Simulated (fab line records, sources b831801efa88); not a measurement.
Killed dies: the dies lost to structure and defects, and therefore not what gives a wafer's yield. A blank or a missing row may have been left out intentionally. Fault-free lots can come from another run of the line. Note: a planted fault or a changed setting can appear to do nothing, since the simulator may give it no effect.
Lot-split experiment || flow gf180mcu || 23 wafers read from 5 lots, route of 602 steps

== THE SPLIT ==
At GF_POLY_GATE_OXIDATION_16 (stabilise 600 s, purge 300 s, target thk 4 nm), the setting ox-time-s was moved away from the recipe's 899 s on 20 of the 23 wafers read, by -8.7% to +14.0%. The other wafers ran this setting at the recipe's value.

Between the split and the reading, the file records no step.

== THE READING ==
POLY_GATE_OXIDATION_THK (nm), taken at GF_POLY_GATE_THK_MEAS_17. Typical for fault-free wafers on this fab line: 3.96 nm, with standard deviation 0.049 nm.

{"wafer": "L076.1", "tool, chamber at the split": "-, -", "ox-time-s as run, s": 820.9, "against the recipe": "-8.7%", "POLY_GATE_OXIDATION_THK, nm": 3.63, "against lot-mates on the recipe": "no lot-mate on the recipe"}
{"wafer": "L076.2", "tool, chamber at the split": "-, -", "ox-time-s as run, s": 820.9, "against the recipe": "-8.7%", "POLY_GATE_OXIDATION_THK, nm": 3.73, "against lot-mates on the recipe": "no lot-mate on the recipe"}
{"wafer": "L076.3", "tool, chamber at the split": "-, -", "ox-time-s as run, s": 820.9, "against the recipe": "-8.7%", "POLY_GATE_OXIDATION_THK, nm": 3.68, "against lot-mates on the recipe": "no lot-mate on the recipe"}
{"wafer": "L076.4", "tool, chamber at the split": "-, -", "ox-time-s as run, s": 820.9, "against the recipe": "-8.7%", "POLY_GATE_OXIDATION_THK, nm": 3.71, "against lot-mates on the recipe": "no lot-mate on the recipe"}
{"wafer": "L076.6", "tool, chamber at the split": "-, -", "ox-time-s as run, s": 820.9, "against the recipe": "-8.7%", "POLY_GATE_OXIDATION_THK, nm": 3.62, "against lot-mates on the recipe": "no lot-mate on the recipe"}
{"wafer": "L079.2", "tool, chamber at the split": "furnace-02, 0", "ox-time-s as run, s": 899, "against the recipe": "recipe", "POLY_GATE_OXIDATION_THK, nm": 4.00, "against lot-mates on the recipe": "-"}
{"wafer": "L079.4", "tool, chamber at the split": "furnace-02, 0", "ox-time-s as run, s": 899, "against the recipe": "recipe", "POLY_GATE_OXIDATION_THK, nm": 3.98, "against lot-mates on the recipe": "-"}
{"wafer": "L079.5", "tool, chamber at the split": "furnace-02, 0", "ox-time-s as run, s": 899, "against the recipe": "recipe", "POLY_GATE_OXIDATION_THK, nm": 3.97, "against lot-mates on the recipe": "-"}
{"wafer": "L080.1", "tool, chamber at the split": "-, -", "ox-time-s as run, s": 1016, "against the recipe": "+13.0%", "POLY_GATE_OXIDATION_THK, nm": 4.40, "against lot-mates on the recipe": "no lot-mate on the recipe"}
{"wafer": "L080.2", "tool, chamber at the split": "-, -", "ox-time-s as run, s": 1016, "against the recipe": "+13.0%", "POLY_GATE_OXIDATION_THK, nm": 4.38, "against lot-mates on the recipe": "no lot-mate on the recipe"}
{"wafer": "L080.3", "tool, chamber at the split": "-, -", "ox-time-s as run, s": 1016, "against the recipe": "+13.0%", "POLY_GATE_OXIDATION_THK, nm": 4.36, "against lot-mates on the recipe": "no lot-mate on the recipe"}
{"wafer": "L080.5", "tool, chamber at the split": "-, -", "ox-time-s as run, s": 1016, "against the recipe": "+13.0%", "POLY_GATE_OXIDATION_THK, nm": 4.30, "against lot-mates on the recipe": "no lot-mate on the recipe"}
{"wafer": "L080.6", "tool, chamber at the split": "-, -", "ox-time-s as run, s": 1016, "against the recipe": "+13.0%", "POLY_GATE_OXIDATION_THK, nm": 4.25, "against lot-mates on the recipe": "no lot-mate on the recipe"}
{"wafer": "L081.1", "tool, chamber at the split": "-, -", "ox-time-s as run, s": 1025, "against the recipe": "+14.0%", "POLY_GATE_OXIDATION_THK, nm": 4.24, "against lot-mates on the recipe": "no lot-mate on the recipe"}
{"wafer": "L081.2", "tool, chamber at the split": "-, -", "ox-time-s as run, s": 1025, "against the recipe": "+14.0%", "POLY_GATE_OXIDATION_THK, nm": 4.36, "against lot-mates on the recipe": "no lot-mate on the recipe"}
{"wafer": "L081.3", "tool, chamber at the split": "-, -", "ox-time-s as run, s": 1025, "against the recipe": "+14.0%", "POLY_GATE_OXIDATION_THK, nm": 4.34, "against lot-mates on the recipe": "no lot-mate on the recipe"}
{"wafer": "L081.4", "tool, chamber at the split": "-, -", "ox-time-s as run, s": 1025, "against the recipe": "+14.0%", "POLY_GATE_OXIDATION_THK, nm": 4.31, "against lot-mates on the recipe": "no lot-mate on the recipe"}
{"wafer": "L081.6", "tool, chamber at the split": "-, -", "ox-time-s as run, s": 1025, "against the recipe": "+14.0%", "POLY_GATE_OXIDATION_THK, nm": 4.32, "against lot-mates on the recipe": "no lot-mate on the recipe"}
{"wafer": "L083.1", "tool, chamber at the split": "-, -", "ox-time-s as run, s": 1002, "against the recipe": "+11.5%", "POLY_GATE_OXIDATION_THK, nm": 4.36, "against lot-mates on the recipe": "no lot-mate on the recipe"}
{"wafer": "L083.2", "tool, chamber at the split": "-, -", "ox-time-s as run, s": 1002, "against the recipe": "+11.5%", "POLY_GATE_OXIDATION_THK, nm": 4.26, "against lot-mates on the recipe": "no lot-mate on the recipe"}
{"wafer": "L083.4", "tool, chamber at the split": "-, -", "ox-time-s as run, s": 1002, "against the recipe": "+11.5%", "POLY_GATE_OXIDATION_THK, nm": 4.31, "against lot-mates on the recipe": "no lot-mate on the recipe"}
{"wafer": "L083.5", "tool, chamber at the split": "-, -", "ox-time-s as run, s": 1002, "against the recipe": "+11.5%", "POLY_GATE_OXIDATION_THK, nm": 4.31, "against lot-mates on the recipe": "no lot-mate on the recipe"}
{"wafer": "L083.6", "tool, chamber at the split": "-, -", "ox-time-s as run, s": 1002, "against the recipe": "+11.5%", "POLY_GATE_OXIDATION_THK, nm": 4.22, "against lot-mates on the recipe": "no lot-mate on the recipe"}

FIT RESULTS
A straight line over all 23 wafers: POLY_GATE_OXIDATION_THK changes by +0.0291 nm for each +1% of ox-time-s; r = +0.98; the points scatter about the line by 0.054 nm.
Too few moved wafers with a lot-mate on the recipe to fit a line net of each lot's own level.

== THE WHOLE CHAIN: every reading that the file lists as answering this split, in the file's order ==
{"step": "GF_POLY_GATE_OXIDATION_16", "what it does": "stabilise 600 s, purge 300 s, target thk 4 nm", "reading": "SiO2_of_POLY_GATE_OXIDATION_16.thk-nm (the simulator's own value, which no gauge read)", "change (the file's fit)": "+0.0283 nm for each +1% of the setting", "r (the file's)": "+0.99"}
{"step": "GF_POLY_GATE_THK_MEAS_17", "what it does": "", "reading": "POLY_GATE_OXIDATION_THK", "change (the file's fit)": "+0.0291 for each +1% of the setting", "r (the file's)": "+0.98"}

== THE FILE'S OWN FIT ==
POLY_GATE_OXIDATION_THK changes by +0.0291 nm for each +1% of ox-time-s, r = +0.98.
